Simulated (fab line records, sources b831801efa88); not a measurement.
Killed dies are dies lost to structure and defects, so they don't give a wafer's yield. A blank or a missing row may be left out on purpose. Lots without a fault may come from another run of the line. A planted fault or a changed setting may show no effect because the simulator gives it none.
fab line records | flow gf180mcu
record lots=5 wafers=15 last_day=33
route steps=602 shown M2@363 V2@382
lots that met no fault: from a run of the same line without faults
start_h: hours from the record's first day to the start of the lot's first wafer shown | wait_h: hours since the lot's step before | " the same as in the row above | L1.1+2: a row that stands for several wafers | - no value, or no start given | * or withheld: withheld | < > ~ a bound
route shown NAME@n: a module of which the file shows steps, and the number in the route of the first | usual: mean/standard deviation of fault-free wafers | same: alike in all rows | chamber/n: place in a boat | sites: the reading at each site | _std_site: their standard deviation | _edge_site: outer sites' mean less inner sites' | radius_mm: how far each site lies from the wafer's centre | mask NAME#n: copy n | behind: the tool/chamber that last shaped the wafer | hold: why the lot was held/for how many hours/how that ended | device: the transistor (n, p or np) that didn't switch | end of line: the same wafers' tests at the end of the route | a step without rows: its recipe alone | killed: dies lost to structure and defects at the first sort, not the wafer's yield | map: a wafer's dies, x killed, . not, _ none there
set.NAME: the setting as run; set.NAME@STEP: as run at that earlier step | model.NAME: the simulator's own value behind a step, which no gauge read
lots at some steps of the route; a table a step, a row a wafer
services: from which hour (start_h, from the record's first day; less than 0 if before it) a tool's chamber was out of use, for how many hours, and why
## steps
# step GF_M2_SPUTTER_01
# recipe material=TiN target_thk_nm=30 power_w=6500 time_s=25 chamber_pressure_pa=0.4
# usual throttle_valve_pct=30.3/1.1
# columns lot.wafer tool chamber start_h wait_h throttle_valve_pct
L078.3 pvd_sputter-02 - 451.09 0.1 30.6
L078.4 " - " " 29.0
L078.5 " - " " 30.9
L079.1 pvd_sputter-01 - 458.00 0.1 31.3
L079.2 " - " " 29.1
L079.3 " - " " 31.9
L086.3 pvd_sputter-02 - 526.13 0.1 30.4
L086.4 " - " " 29.0
L086.6 " - " " 28.7
L088.2 pvd_sputter-01 - 544.43 0.1 30.9
L088.3 " - " " 31.9
L088.4 " - " " 31.1
L090.2 pvd_sputter-03 - 569.43 0.1 28.8
L090.3 " - " " 30.8
L090.6 " - " " 28.8
# step GF_M2_SPUTTER_02
# recipe material=AlCu target_thk_nm=450 power_w=10600 time_s=23.9 chamber_pressure_pa=0.4
# usual throttle_valve_pct=30.3/1.1
# columns lot.wafer tool chamber start_h wait_h throttle_valve_pct
L078.3 pvd_sputter-02 - 451.12 0.0 30.8
L078.4 " - " " 29.1
L078.5 " - " " 31.1
L079.1 pvd_sputter-01 - 458.03 0.0 30.9
L079.2 " - " " 28.6
L079.3 " - " " 31.9
L086.3 pvd_sputter-02 - 526.16 0.0 30.8
L086.4 " - " " 29.0
L086.6 " - " " 28.9
L088.2 pvd_sputter-01 - 544.46 0.0 30.8
L088.3 " - " " 31.8
L088.4 " - " " 31.3
L090.2 pvd_sputter-03 - 569.46 0.0 28.7
L090.3 " - " " 31.0
L090.6 " - " " 28.9
# step GF_M2_SPUTTER_03
# recipe material=Ti target_thk_nm=10 substrate_temp_c=300 chamber_pressure_pa=0.3 power_w=3000 time_s=6.7
# usual substrate_temp_c=300.02/0.18 throttle_valve_pct=30.3/1.1
# columns lot.wafer tool chamber start_h wait_h substrate_temp_c throttle_valve_pct
L078.3 pvd_sputter-02 - 451.15 0.0 300.27 30.5
L078.4 " - " " 299.97 29.1
L078.5 " - " " 299.86 30.6
L079.1 pvd_sputter-01 - 458.06 0.0 300.06 31.0
L079.2 " - " " 299.93 28.9
L079.3 " - " " 299.92 31.8
L086.3 pvd_sputter-02 - 526.19 0.0 299.98 30.7
L086.4 " - " " 300.00 29.0
L086.6 " - " " 300.25 28.7
L088.2 pvd_sputter-01 - 544.49 0.0 299.76 31.0
L088.3 " - " " 300.00 31.7
L088.4 " - " " 299.99 31.1
L090.2 pvd_sputter-03 - 569.49 0.0 299.88 28.7
L090.3 " - " " 300.20 30.9
L090.6 " - " " 300.02 28.8
# step GF_M2_SPUTTER_04
# recipe material=TiN target_thk_nm=50 power_w=6500 time_s=41.7 chamber_pressure_pa=0.4
# usual throttle_valve_pct=30.3/1.1
# columns lot.wafer tool chamber start_h wait_h throttle_valve_pct
L078.3 pvd_sputter-02 - 451.17 0.0 30.7
L078.4 " - " " 28.8
L078.5 " - " " 30.8
L079.1 pvd_sputter-01 - 458.08 0.0 31.1
L079.2 " - " " 29.4
L079.3 " - " " 31.8
L086.3 pvd_sputter-02 - 526.21 0.0 30.6
L086.4 " - " " 28.9
L086.6 " - " " 29.1
L088.2 pvd_sputter-01 - 544.51 0.0 30.6
L088.3 " - " " 32.0
L088.4 " - " " 31.1
L090.2 pvd_sputter-03 - 569.51 0.0 28.5
L090.3 " - " " 30.7
L090.6 " - " " 28.7
# step GF_M2_RS_MEAS_05
# recipe thk_meas_gauge=four-point-probe reads=TiN_of_M2_SPUTTER_04+Ti_of_M2_SPUTTER_03+AlCu_of_M2_SPUTTER_02+TiN_of_M2_SPUTTER_01+Ti_of_M2_SPUTTER_00
# usual M2_ALCU_RS=0.0695/0.00072
# columns lot.wafer tool chamber start_h wait_h M2_ALCU_RS[ohm/sq]
L078.3 film_metro-01 - 451.25 0.1 0.0704
L078.4 " - " " 0.0700
L078.5 " - " " 0.0705
L079.1 film_metro-02 - 458.12 0.0 0.0691
L079.2 " - " " 0.0690
L079.3 " - " " 0.0689
L086.3 film_metro-03 - 526.29 0.1 0.0700
L086.4 " - " " 0.0706
L086.6 " - " " 0.0690
L088.2 film_metro-01 - 544.57 0.0 0.0695
L088.3 " - " " 0.0699
L088.4 " - " " 0.0698
L090.2 film_metro-03 - 569.57 0.0 0.0703
L090.3 " - " " 0.0705
L090.6 " - " " 0.0705
# step GF_M2_THK_MEAS_06
# recipe thk_meas_gauge=xrf reads=AlCu_of_M2_SPUTTER_02
# usual M2_ALCU_THK=448/5.4
# columns lot.wafer tool chamber start_h wait_h M2_ALCU_THK[nm]
L078.3 film_metro-01 - 451.35 0.1 441
L078.4 " - " " 444
L078.5 " - " " 440
L079.1 film_metro-02 - 458.24 0.1 448
L079.2 " - " " 451
L079.3 " - " " 449
L086.3 film_metro-03 - 526.39 0.1 445
L086.4 " - " " 440
L086.6 " - " " 451
L088.2 film_metro-01 - 544.68 0.1 445
L088.3 " - " " 447
L088.4 " - " " 445
L090.2 film_metro-03 - 569.68 0.1 444
L090.3 " - " " 438
L090.6 " - " " 440
# step GF_M2_DEHYDRATE_07
# recipe temp_c=200 time_s=60
# columns lot.wafer tool chamber start_h wait_h
L078.3+4+5 litho_track-04 0 462.52 11.2
L079.1+2+3 litho_track-02 0 469.58 11.3
L086.3+4+6 litho_track-04 0 536.62 10.2
L088.2+3+4 litho_track-04 0 555.05 10.4
L090.2+3+6 litho_track-04 0 579.75 10.1
# step GF_M2_HMDS_08
# recipe prime_time_s=60 prime_temp_c=120
# columns lot.wafer tool chamber start_h wait_h
L078.3+4+5 litho_track-04 0 462.67 0.1
L079.1+2+3 litho_track-02 0 469.73 0.1
L086.3+4+6 litho_track-04 0 536.77 0.1
L088.2+3+4 litho_track-04 0 555.20 0.1
L090.2+3+6 litho_track-04 0 579.90 0.1
# step GF_M2_COAT_09
# recipe resist=KrF spin_rpm=withheld resist_thk_nm=1000
# columns lot.wafer tool chamber start_h wait_h
L078.3+4+5 litho_track-04 0 462.82 0.1
L079.1+2+3 litho_track-02 0 469.88 0.1
L086.3+4+6 litho_track-04 0 536.92 0.1
L088.2+3+4 litho_track-04 0 555.35 0.1
L090.2+3+6 litho_track-04 0 580.05 0.1
# step GF_M2_SOFTBAKE_10
# recipe temp_c=130 time_s=60 resist=KrF
# columns lot.wafer tool chamber start_h wait_h
L078.3+4+5 litho_track-04 0 462.97 0.1
L079.1+2+3 litho_track-02 0 470.03 0.1
L086.3+4+6 litho_track-04 0 537.07 0.1
L088.2+3+4 litho_track-04 0 555.50 0.1
L090.2+3+6 litho_track-04 0 580.20 0.1
# step GF_M2_EXPOSE_11
# recipe mask_id=Metal2 target_cd_nm=280 na=0.68 source_shape=conventional sigma_outer=0.6 dose_mj=28
# columns lot.wafer tool chamber start_h wait_h mask
L078.3+4+5 krf_scanner-02 0 - - Metal2#0
L079.1+2+3 krf_scanner-02 0 - - Metal2#0
L086.3+4+6 krf_scanner-02 0 - - Metal2#0
L088.2+3+4 krf_scanner-01 0 - - Metal2#0
L090.2+3+6 krf_scanner-02 0 - - Metal2#0
# step GF_M2_PEB_12
# recipe peb_temp_c=135 peb_time_s=90 resist=KrF
# columns lot.wafer tool chamber start_h wait_h
L078.3+4+5 litho_track-03 0 - -
L079.1+2+3 litho_track-02 0 - -
L086.3+4+6 litho_track-04 0 - -
L088.2+3+4 litho_track-02 0 - -
L090.2+3+6 litho_track-03 0 - -
# step GF_M2_DEVELOP_13
# recipe develop_time_s=60 dev_temp_c=21
# columns lot.wafer tool chamber start_h wait_h
L078.3+4+5 litho_track-03 0 474.91 0.1
L079.1+2+3 litho_track-02 0 482.43 0.2
L086.3+4+6 litho_track-04 0 548.72 0.1
L088.2+3+4 litho_track-02 0 566.40 0.2
L090.2+3+6 litho_track-03 0 590.74 0.2
# step GF_M2_CD_MEAS_14
# recipe target_cd_nm=280
# usual cd_nm=279.8/1.2
# columns lot.wafer tool chamber start_h wait_h cd_nm
L078.3 cd_sem-02 - 475.05 0.1 279.0
L078.4 " - " " 279.5
L078.5 " - " " 280.1
L079.1 cd_sem-01 - 482.58 0.1 281.9
L079.2 " - " " 281.1
L079.3 " - " " 280.8
L086.3 cd_sem-02 - 548.86 0.1 281.2
L086.4 " - " " 281.1
L086.6 " - " " 280.2
L088.2 cd_sem-02 - 566.55 0.1 279.0
L088.3 " - " " 278.7
L088.4 " - " " 280.7
L090.2 cd_sem-01 - 590.88 0.1 279.8
L090.3 " - " " 278.7
L090.6 " - " " 279.3
# step GF_M2_OVL_MEAS_15
# usual M2_OVL=2/7
# columns lot.wafer tool chamber start_h wait_h M2_OVL[nm]
L078.3 overlay-01 - 475.14 0.1 8
L078.4 " - " " 6
L078.5 " - " " 8
L079.1 overlay-01 - 482.70 0.1 12
L079.2 " - " " 18
L079.3 " - " " 6
L086.3 overlay-01 - 548.95 0.1 16
L086.4 " - " " 14
L086.6 " - " " 4
L088.2 overlay-01 - 566.65 0.1 -3
L088.3 " - " " 1
L088.4 " - " " -5
L090.2 overlay-01 - 590.99 0.1 4
L090.3 " - " " -7
L090.6 " - " " -1
# step GF_M2_METAL_ETCH_16
# recipe chemistry=Cl2/BCl3 mask_material=KrF target_depth_nm=750.8 stop_on=SiO2 pressure_mtorr=8 icp_w=800 bias_w=140 Cl2_flow_sccm=80 bcl3_flow_sccm=40 time_s=125.1
# usual drypump_motor_current_A=5.8/0.49 oes_product_au=0.991/0.0061 throttle_valve_pct=28.228/0.01
# columns lot.wafer tool chamber start_h wait_h drypump_motor_current_A oes_product_au rf_hours_counter_h throttle_valve_pct
L078.3 rie_metal-01 1 475.21 0.1 5.9 1.001 - 28.200
L078.4 " 0 " " 4.9 0.992 - 28.231
L078.5 " 1 " " 5.9 0.991 - 28.217
L079.1 rie_metal-04 0 482.73 0.0 6.3 0.991 3 28.257
L079.2 " 1 " " 6.1 1.003 8 28.218
L079.3 " 0 " " 6.3 0.980 - 28.224
L086.3 rie_metal-02 1 549.02 0.1 5.4 0.992 - 28.219
L086.4 " 0 " " 6.1 0.993 - 28.240
L086.6 " 0 " " 6.2 0.986 - 28.214
L088.2 rie_metal-04 0 566.68 0.0 6.3 0.983 5 28.226
L088.3 " 0 " " 6.3 0.992 - 28.229
L088.4 " 1 " " 6.1 0.990 - 28.228
L090.2 rie_metal-04 1 591.02 0.0 6.1 0.978 10 28.225
L090.3 " 1 " " 6.1 0.983 - 28.237
L090.6 " 0 " " 6.3 0.983 - 28.237
# step GF_M2_STRIP_17
# recipe chemistry=O2/N2 power_w=1400 pressure_mtorr=1500 platen_temp_c=250 o2_flow_sccm=3000 n2_flow_sccm=300 overash_fraction=0.5
# usual drypump_motor_current_A=6.07/0.2 heater_power_w=331/10 o2_flow_sccm=2999/9.2 oes_product_au=0.537/0.0048 strip_time_to_endpoint_s=7.38/0.053
# columns lot.wafer tool chamber start_h wait_h drypump_motor_current_A heater_power_w o2_flow_sccm oes_product_au rf_hours_counter_h strip_time_to_endpoint_s
L078.3 plasma_asher-01 1 475.33 0.1 6.41 326 3001 0.534 - 7.31
L078.4 " 0 " " 5.80 336 3012 0.533 - 7.33
L078.5 " 0 " " 5.78 336 3003 0.537 - 7.33
L079.1 plasma_asher-02 0 482.86 0.1 6.04 342 3017 0.537 6 7.45
L079.2 " 1 " " 6.13 335 3008 0.547 6 7.35
L079.3 " 1 " " 6.10 334 3006 0.535 - 7.39
L086.3 plasma_asher-02 0 549.14 0.1 6.05 343 2991 0.540 - 7.43
L086.4 " 1 " " 6.20 335 2987 0.534 - 7.44
L086.6 " 1 " " 6.16 332 3009 0.536 - 7.43
L088.2 plasma_asher-02 0 566.81 0.1 6.04 332 3004 0.542 14 7.42
L088.3 " 1 " " 6.15 331 2974 0.541 - 7.37
L088.4 " 0 " " 6.04 343 2999 0.529 - 7.39
L090.2 plasma_asher-01 1 591.15 0.1 6.38 317 3007 0.537 89 7.41
L090.3 " 0 " " 5.77 333 2995 0.541 - 7.44
L090.6 " 0 " " 5.79 339 2992 0.531 - 7.44
# step GF_M2_STRIP_18
# recipe chemistry=post_etch_residue_remover time_s=1200 temp_c=72.5
# columns lot.wafer tool chamber start_h wait_h
L078.3+4+5 wet_bench-02 0 475.40 0.0
L079.1+2+3 wet_bench-03 2 482.96 0.1
L086.3+4+6 wet_bench-04 1 549.21 0.0
L088.2+3+4 wet_bench-04 1 566.91 0.1
L090.2+3+6 wet_bench-04 3 591.25 0.1
# step GF_M2_CLEAN_19
# recipe chemistry=DIW dry=n2_spin
# columns lot.wafer tool chamber start_h wait_h
L078.3+4+5 wet_bench-03 2 475.74 0.0
L079.1+2+3 wet_bench-04 0 483.34 0.0
L086.3+4+6 wet_bench-02 1 549.58 0.0
L088.2+3+4 wet_bench-03 2 567.25 0.0
L090.2+3+6 wet_bench-03 3 591.59 0.0
# step GF_V2_CVD_00
# recipe material=SiO2 target_thk_nm=600 sigma_open_frac=0.3 temp_c=400 time_s=100 sih4_flow_sccm=60 pressure_mtorr=6
# columns lot.wafer tool chamber start_h wait_h
L078.3+4+5 hdpcvd-01 0,1,0 475.84 0.0
L079.1+2+3 hdpcvd-01 2,1,0 483.43 0.0
L086.3+4+6 hdpcvd-01 0,1,2 549.67 0.0
L088.2+3+4 hdpcvd-02 1,2,1 567.34 0.0
L090.2+3+6 hdpcvd-02 1,0,1 591.68 0.0
# step GF_V2_THK_MEAS_01
# recipe reads=SiO2_of_V2_CVD_00
# usual V2_CVD_00_THK=601/6.8
# columns lot.wafer tool chamber start_h wait_h V2_CVD_00_THK[nm]
L078.3 film_metro-03 - 475.93 0.1 615
L078.4 " - " " 607
L078.5 " - " " 607
L079.1 film_metro-04 - 483.50 0.0 600
L079.2 " - " " 615
L079.3 " - " " 610
L086.3 film_metro-03 - 549.76 0.1 596
L086.4 " - " " 610
L086.6 " - " " 598
L088.2 film_metro-01 - 567.43 0.0 589
L088.3 " - " " 607
L088.4 " - " " 591
L090.2 film_metro-04 - 591.76 0.0 607
L090.3 " - " " 590
L090.6 " - " " 599
# step GF_V2_CVD_02
# recipe material=SiO2 target_thk_nm=850 precursor=TEOS temp_c=400 time_s=94.851 rf_w=600
# usual heater_power_w=691/130
# columns lot.wafer tool chamber start_h wait_h heater_power_w
L078.3 pecvd-03 2 475.97 0.0 568
L078.4 " 0 " " 931
L078.5 " 1 " " 525
L079.1 pecvd-01 1 483.56 0.1 605
L079.2 " 2 " " 740
L079.3 " 0 " " 669
L086.3 pecvd-03 2 549.84 0.1 608
L086.4 " 1 " " 627
L086.6 " 2 " " 482
L088.2 pecvd-03 2 567.48 0.0 562
L088.3 " 1 " " 674
L088.4 " 0 " " 960
L090.2 pecvd-02 0 591.81 0.0 717
L090.3 " 2 " " 707
L090.6 " 0 " " 565
# step GF_V2_THK_MEAS_03
# recipe reads=SiO2_of_V2_CVD_02
# usual V2_CVD_02_THK=854/10
# columns lot.wafer tool chamber start_h wait_h V2_CVD_02_THK[nm]
L078.3 film_metro-03 - 476.06 0.1 859
L078.4 " - " " 871
L078.5 " - " " 869
L079.1 film_metro-01 - 483.63 0.0 854
L079.2 " - " " 847
L079.3 " - " " 859
L086.3 film_metro-01 - 549.93 0.1 865
L086.4 " - " " 863
L086.6 " - " " 858
L088.2 film_metro-04 - 567.56 0.0 844
L088.3 " - " " 838
L088.4 " - " " 860
L090.2 film_metro-03 - 591.89 0.0 859
L090.3 " - " " 863
L090.6 " - " " 866
# step GF_V2_CMP_04
# recipe material=SiO2 down_force_psi=4 platen_rpm=60 pad_velocity_m_s=0.94248
# usual motor_current_A=13.2/0.81 platen_rpm=60.01/0.035 retaining_ring_pressure_frac=1.000/0.0053 time_to_endpoint_s=83/5
# columns lot.wafer tool chamber start_h wait_h motor_current_A platen_rpm retaining_ring_pressure_frac time_to_endpoint_s
L078.4 cmp-02 1 476.10 0.0 13.0 60.02 1.008 85
L078.3 " 2 " " 14.0 59.99 1.008 80
L078.5 " 1 " " 13.5 60.10 1.008 84
L079.1 cmp-01 0 483.74 0.1 12.1 60.05 1.000 87
L079.3 " 1 " " 13.2 59.99 0.996 87
L079.2 " 2 " " 13.8 59.96 0.998 85
L086.3 cmp-01 1 549.97 0.0 13.5 60.01 0.997 85
L086.4 " 2 " " 13.7 60.02 0.991 90
L086.6 " 2 " " 14.2 60.05 0.986 87
L088.4 cmp-02 1 567.61 0.0 13.4 59.97 1.000 76
L088.2 " 2 " " 13.5 60.02 1.009 74
L088.3 " 0 " " 13.4 59.96 1.002 78
L090.2 cmp-01 3 591.94 0.0 12.4 60.02 1.001 82
L090.3 " 1 " " 14.0 60.05 1.006 81
L090.6 " 3 " " 12.5 60.00 1.006 86
# step GF_V2_BOW_MEAS_05
# recipe mode=bow
# usual V2_BOW=99/8.6
# columns lot.wafer tool chamber start_h wait_h V2_BOW[um]
L078.3 film_metro-04 - 476.44 0.2 97
L078.4 " - " " 120
L078.5 " - " " 97
L079.1 film_metro-04 - 483.99 0.2 108
L079.2 " - " " 116
L079.3 " - " " 114
L086.3 film_metro-04 - 550.31 0.3 104
L086.4 " - " " 105
L086.6 " - " " 97
L088.2 film_metro-04 - 567.93 0.2 96
L088.3 " - " " 106
L088.4 " - " " 113
L090.2 film_metro-01 - 592.26 0.3 90
L090.3 " - " " 102
L090.6 " - " " 104
# step GF_V2_DEHYDRATE_06
# recipe temp_c=200 time_s=60
# columns lot.wafer tool chamber start_h wait_h
L078.3+4+5 litho_track-02 0 487.93 11.5
L079.1+2+3 litho_track-01 0 495.38 11.4
L086.3+4+6 litho_track-02 0 560.43 10.1
L088.2+3+4 litho_track-02 0 578.00 10.1
L090.2+3+6 litho_track-02 0 601.70 9.4
# step GF_V2_HMDS_07
# recipe prime_time_s=60 prime_temp_c=120
# columns lot.wafer tool chamber start_h wait_h
L078.3+4+5 litho_track-02 0 488.08 0.1
L079.1+2+3 litho_track-01 0 495.53 0.1
L086.3+4+6 litho_track-02 0 560.58 0.1
L088.2+3+4 litho_track-02 0 578.15 0.1
L090.2+3+6 litho_track-02 0 601.85 0.1
# step GF_V2_COAT_08
# recipe resist=BARC temp_c=withheld time_s=withheld spin_rpm=withheld resist_thk_nm=withheld
# columns lot.wafer tool chamber start_h wait_h
L078.3+4+5 litho_track-02 0 488.23 0.1
L079.1+2+3 litho_track-01 0 495.68 0.1
L086.3+4+6 litho_track-02 0 560.73 0.1
L088.2+3+4 litho_track-02 0 578.30 0.1
L090.2+3+6 litho_track-02 0 602.00 0.1
# step GF_V2_COAT_09
# recipe resist=KrF spin_rpm=withheld resist_thk_nm=1000
# columns lot.wafer tool chamber start_h wait_h
L078.3+4+5 litho_track-02 0 - -
L079.1+2+3 litho_track-01 0 - -
L086.3+4+6 litho_track-02 0 - -
L088.2+3+4 litho_track-02 0 - -
L090.2+3+6 litho_track-02 0 - -
# step GF_V2_SOFTBAKE_10
# recipe temp_c=130 time_s=60 resist=KrF
# columns lot.wafer tool chamber start_h wait_h
L078.3+4+5 litho_track-02 0 - -
L079.1+2+3 litho_track-01 0 - -
L086.3+4+6 litho_track-02 0 - -
L088.2+3+4 litho_track-02 0 - -
L090.2+3+6 litho_track-02 0 - -
# step GF_V2_EXPOSE_11
# recipe mask_id=Via2 target_cd_nm=260 na=0.68 source_shape=conventional sigma_outer=0.6 dose_mj=38
# columns lot.wafer tool chamber start_h wait_h mask
L078.3+4+5 krf_scanner-02 0 - - Via2#0
L079.1+2+3 krf_scanner-01 0 - - Via2#0
L086.3+4+6 krf_scanner-01 0 - - Via2#0
L088.2+3+4 krf_scanner-02 0 - - Via2#0
L090.2+3+6 krf_scanner-02 0 - - Via2#0
# step GF_V2_PEB_12
# recipe peb_temp_c=135 peb_time_s=90 resist=KrF
# columns lot.wafer tool chamber start_h wait_h
L078.3+4+5 litho_track-01 0 - -
L079.1+2+3 litho_track-02 0 - -
L086.3+4+6 litho_track-03 0 - -
L088.2+3+4 litho_track-02 0 - -
L090.2+3+6 litho_track-02 0 - -
# step GF_V2_DEVELOP_13
# recipe develop_time_s=60 resist=KrF dev_temp_c=21
# columns lot.wafer tool chamber start_h wait_h
L078.3+4+5 litho_track-01 0 500.28 0.1
L079.1+2+3 litho_track-02 0 507.13 0.2
L086.3+4+6 litho_track-03 0 572.16 0.1
L088.2+3+4 litho_track-02 0 588.85 0.2
L090.2+3+6 litho_track-02 0 612.35 0.2
# step GF_V2_CD_MEAS_14
# recipe target_cd_nm=260
# usual cd_nm=259.8/1.3
# columns lot.wafer tool chamber start_h wait_h cd_nm
L078.3 cd_sem-01 - 500.42 0.1 259.8
L078.4 " - " " 260.7
L078.5 " - " " 260.3
L079.1 cd_sem-02 - 507.28 0.1 259.4
L079.2 " - " " 259.0
L079.3 " - " " 258.5
L086.3 cd_sem-02 - 572.30 0.1 259.2
L086.4 " - " " 258.3
L086.6 " - " " 261.4
L088.2 cd_sem-01 - 589.00 0.1 259.5
L088.3 " - " " 258.3
L088.4 " - " " 258.6
L090.2 cd_sem-01 - 612.50 0.1 259.1
L090.3 " - " " 260.2
L090.6 " - " " 259.4
# step GF_V2_OVL_MEAS_15
# usual V2_OVL=-3/6.4
# columns lot.wafer tool chamber start_h wait_h V2_OVL[nm]
L078.3 overlay-01 - 500.51 0.1 -7
L078.4 " - " " 4
L078.5 " - " " -3
L079.1 overlay-01 - 507.40 0.1 -6
L079.2 " - " " -4
L079.3 " - " " -2
L086.3 overlay-02 - 572.39 0.1 1
L086.4 " - " " -1
L086.6 " - " " 6
L088.2 overlay-01 - 589.10 0.1 -8
L088.3 " - " " 4
L088.4 " - " " -8
L090.2 overlay-01 - 612.60 0.1 -9
L090.3 " - " " 1
L090.6 " - " " -11
# step GF_V2_ETCH_16
# recipe chemistry=N2/H2 target_depth_a=withheld overetch_a=withheld time_s=withheld target=BARC ion_energy_ev=200 source_w=500 bias_w=100 pressure_mtorr=30 n2_flow_sccm=100 h2_flow_sccm=200
# usual drypump_motor_current_A=5.6/0.34 oes_product_au=0.855/0.0053 throttle_valve_pct=13.223/0.0087
# columns lot.wafer tool chamber start_h wait_h drypump_motor_current_A oes_product_au throttle_valve_pct
L078.3 rie_diel-03 1 500.54 0.0 6.2 0.852 13.221
L078.4 " 2 " " 6.3 0.856 13.237
L078.5 " 1 " " 6.3 0.844 13.231
L079.1 rie_diel-03 1 507.43 0.0 6.3 0.851 13.214
L079.2 " 3 " " 5.4 0.856 13.230
L079.3 " 2 " " 6.3 0.852 13.226
L086.3 rie_diel-04 0 572.42 0.0 5.3 0.867 13.220
L086.4 " 3 " " 5.9 0.856 13.214
L086.6 " 0 " " 5.3 0.855 13.214
L088.2 rie_diel-02 2 589.13 0.0 5.9 0.862 13.234
L088.3 " 0 " " 5.4 0.856 13.225
L088.4 " 2 " " 5.9 0.855 13.224
L090.2 rie_diel-02 1 612.63 0.0 5.1 0.857 13.219
L090.3 " 3 " " 5.9 0.852 13.231
L090.6 " 1 " " 5.1 0.844 13.215
# step GF_V2_ETCH_17
# recipe chemistry=C4F8/O2/Ar mask_material=KrF target=SiO2 stop_on=TiN source_w=1500 bias_w=1200 pressure_mtorr=40 c4f8_flow_sccm=withheld O2_flow_sccm=6 Ar_flow_sccm=300 time_s=withheld target_depth_a=6300
# usual oes_product_au=0.856/0.0045
# columns lot.wafer tool chamber start_h wait_h oes_product_au
L078.3 rie_diel-03 1 - - 0.854
L078.4 " 2 " " 0.856
L078.5 " 1 " " 0.859
L079.1 rie_diel-03 1 - - 0.854
L079.2 " 3 " " 0.860
L079.3 " 2 " " 0.857
L086.3 rie_diel-04 0 - - 0.850
L086.4 " 3 " " 0.855
L086.6 " 0 " " 0.866
L088.2 rie_diel-02 2 - - 0.860
L088.3 " 0 " " 0.855
L088.4 " 2 " " 0.863
L090.2 rie_diel-02 1 - - 0.859
L090.3 " 3 " " 0.856
L090.6 " 1 " " 0.854
# step GF_V2_STRIP_18
# recipe chemistry=O2/N2 power_w=1400 pressure_mtorr=1500 platen_temp_c=250 o2_flow_sccm=3000 n2_flow_sccm=300 overash_fraction=0.5
# usual drypump_motor_current_A=6.04/0.15 heater_power_w=335/16 o2_flow_sccm=2998/9.1 oes_product_au=0.592/0.0051
# columns lot.wafer tool chamber start_h wait_h drypump_motor_current_A heater_power_w o2_flow_sccm oes_product_au rf_hours_counter_h
L078.3 plasma_asher-03 1 500.70 - 5.69 380 3009 0.597 -
L078.4 " 0 " " 6.23 316 2997 0.586 -
L078.5 " 1 " " 5.73 375 3004 0.597 -
L079.1 plasma_asher-04 1 507.56 - 6.11 324 3006 0.602 72
L079.2 " 0 " " 5.87 342 2988 0.600 72
L079.3 " 1 " " 6.13 310 3016 0.593 -
L086.3 plasma_asher-02 0 572.58 - 6.03 350 3017 0.591 -
L086.4 " 1 " " 6.12 329 3004 0.599 -
L086.6 " 1 " " 6.15 337 3010 0.588 -
L088.2 plasma_asher-03 1 589.26 - 5.71 377 3000 0.593 52
L088.3 " 0 " " 6.22 311 2991 0.591 -
L088.4 " 1 " " 5.67 376 3004 0.596 -
L090.2 plasma_asher-04 0 612.76 - 5.87 344 2973 0.582 83
L090.3 " 0 " " 5.87 340 2982 0.593 -
L090.6 " 1 " " 6.12 322 2990 0.590 -
# step GF_V2_STRIP_19
# recipe chemistry=post_etch_residue_remover time_s=1200 temp_c=72.5
# columns lot.wafer tool chamber start_h wait_h
L078.3+4+5 wet_bench-04 0 500.77 0.0
L079.1+2+3 wet_bench-03 0 507.66 0.1
L086.3+4+6 wet_bench-03 2 572.65 0.0
L088.2+3+4 wet_bench-03 1 589.36 0.1
L090.2+3+6 wet_bench-03 1 612.86 0.1
# step GF_V2_CLEAN_20
# recipe chemistry=DIW dry=n2_spin
# columns lot.wafer tool chamber start_h wait_h
L078.3+4+5 wet_bench-01 3 501.11 0.0
L079.1+2+3 wet_bench-01 3 508.00 0.0
L086.3+4+6 wet_bench-04 2 572.99 0.0
L088.2+3+4 wet_bench-04 3 589.70 0.0
L090.2+3+6 wet_bench-04 3 613.20 0.0
# step GF_V2_SPUTTER_21
# recipe material=Ti target_thk_nm=15 chamber_pressure_pa=5 power_w=2500 substrate_temp_c=200 time_s=80.02
# usual substrate_temp_c=200.01/0.16 throttle_valve_pct=30.3/1
# columns lot.wafer tool chamber start_h wait_h substrate_temp_c throttle_valve_pct
L078.3 pvd_sputter-03 - 501.23 0.0 200.09 28.9
L078.4 " - " " 200.29 30.6
L078.5 " - " " 199.93 29.1
L079.1 pvd_sputter-03 - 508.10 0.0 199.83 31.6
L079.2 " - " " 199.75 30.9
L079.3 " - " " 199.84 29.2
L086.3 pvd_sputter-03 - 573.08 0.0 200.25 31.4
L086.4 " - " " 199.88 30.8
L086.6 " - " " 200.14 30.4
L088.2 pvd_sputter-02 - 589.79 0.0 200.11 30.8
L088.3 " - " " 200.15 29.0
L088.4 " - " " 199.99 28.8
L090.2 pvd_sputter-04 - 613.29 0.0 199.87 30.7
L090.3 " - " " 200.06 30.5
L090.6 " - " " 200.17 30.6
# step GF_V2_SPUTTER_22
# recipe material=TiN target_thk_nm=10 chamber_pressure_pa=5 power_w=4000 time_s=40
# usual throttle_valve_pct=30.3/0.99
# columns lot.wafer tool chamber start_h wait_h throttle_valve_pct
L078.3 pvd_sputter-03 - 501.29 0.0 28.9
L078.4 " - " " 30.8
L078.5 " - " " 28.7
L079.1 pvd_sputter-03 - 508.16 0.0 31.5
L079.2 " - " " 30.8
L079.3 " - " " 28.8
L086.3 pvd_sputter-03 - 573.14 0.0 31.5
L086.4 " - " " 30.9
L086.6 " - " " 30.7
L088.2 pvd_sputter-02 - 589.86 0.0 30.8
L088.3 " - " " 28.9
L088.4 " - " " 28.6
L090.2 pvd_sputter-04 - 613.36 0.0 30.8
L090.3 " - " " 30.8
L090.6 " - " " 30.8
## services
# columns tool chamber start_h hours kind
krf_scanner-02 - 429.02 1.3 pm
rie_diel-03 1 433.90 3.7 repair
rie_diel-03 - 437.43 0.7 repair
krf_scanner-02 - 437.49 0.8 pm
pecvd-03 1 444.48 6.7 repair
krf_scanner-02 - 444.97 3.6 pm
rie_diel-03 2 445.39 8.6 repair
krf_scanner-01 - 448.52 1.0 pm
krf_scanner-02 - 449.34 2.3 repair
plasma_asher-02 - 468.66 0.7 repair
krf_scanner-02 - 491.65 0.8 pm
plasma_asher-02 - 509.73 1.9 repair
plasma_asher-02 - 512.98 2.9 repair
krf_scanner-02 - 513.60 1.0 pm
krf_scanner-02 - 514.74 2.8 repair
rie_diel-02 2 519.87 6.1 repair
krf_scanner-02 - 537.42 4.4 pm
pvd_sputter-03 - 544.75 7.7 repair
rie_diel-03 1 547.73 9.2 repair
plasma_asher-02 - 550.72 3.0 repair
rie_diel-03 - 561.12 22.1 repair
rie_diel-02 0 565.03 6.1 repair
krf_scanner-02 - 604.92 1.3 pm
krf_scanner-02 - 606.29 0.8 pm
## key
fault none
